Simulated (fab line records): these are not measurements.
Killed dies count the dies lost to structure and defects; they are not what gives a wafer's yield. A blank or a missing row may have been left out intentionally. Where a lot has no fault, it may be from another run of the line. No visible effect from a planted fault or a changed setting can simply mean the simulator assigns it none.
Matching of chambers / flow sfq_line / SFQ_TRILAYER_I1_CMP_CMP_046 on cmp-01 has 4 sister chambers
The step polishes SiO2. 4 wafers are shown with their chamber, then 9 later ones without.

EACH WAFER AND ITS CHAMBER
wafer=L408.2; chamber=2; motor_current_A (A)=9.2
wafer=L416.2; chamber=1; motor_current_A (A)=11.5
wafer=L416.3; chamber=0; motor_current_A (A)=12.1
wafer=L416.4; chamber=3; motor_current_A (A)=12.2

WAFERS WITHOUT THEIR CHAMBER
wafer=L425.3; motor_current_A (A)=9.4
wafer=L425.5; motor_current_A (A)=12.0
wafer=L425.6; motor_current_A (A)=11.6
wafer=L426.3; motor_current_A (A)=11.2
wafer=L426.1; motor_current_A (A)=11.7
wafer=L426.2; motor_current_A (A)=9.9
wafer=L429.1; motor_current_A (A)=11.1
wafer=L429.2; motor_current_A (A)=9.7
wafer=L429.5; motor_current_A (A)=11.4

THE CHAMBER EACH PASSED THROUGH
wafer=L425.3; from the rows above=2; in truth=2
wafer=L425.5; from the rows above=can't be placed: 0 or 3 or 1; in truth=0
wafer=L425.6; from the rows above=can't be placed: 1 or 0 or 3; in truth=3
wafer=L426.3; from the rows above=can't be placed: 1 or 0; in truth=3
wafer=L426.1; from the rows above=can't be placed: 1 or 0 or 3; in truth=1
wafer=L426.2; from the rows above=2; in truth=2
wafer=L429.1; from the rows above=can't be placed: 1 or 0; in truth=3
wafer=L429.2; from the rows above=2; in truth=2
wafer=L429.5; from the rows above=can't be placed: 1 or 0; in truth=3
Placed correctly: 3 of 9. Unplaceable from these rows: 6, with the true chamber sitting among the candidates in 3. Number placed wrongly: 0.
How it was worked out, from the rows above alone: a wafer's distance from a chamber is the root of the sum, over the readings, of the square of ((its reading less the chamber's mean) divided by the reading's scatter). The wafer belongs to the nearest chamber; if the next one is less than 2 further off, it can't be placed. Each chamber's mean is taken over the wafers shown for it. The scatter: root of mean squared gap, hidden wafer to nearest shown wafer, with one shown wafer a chamber.
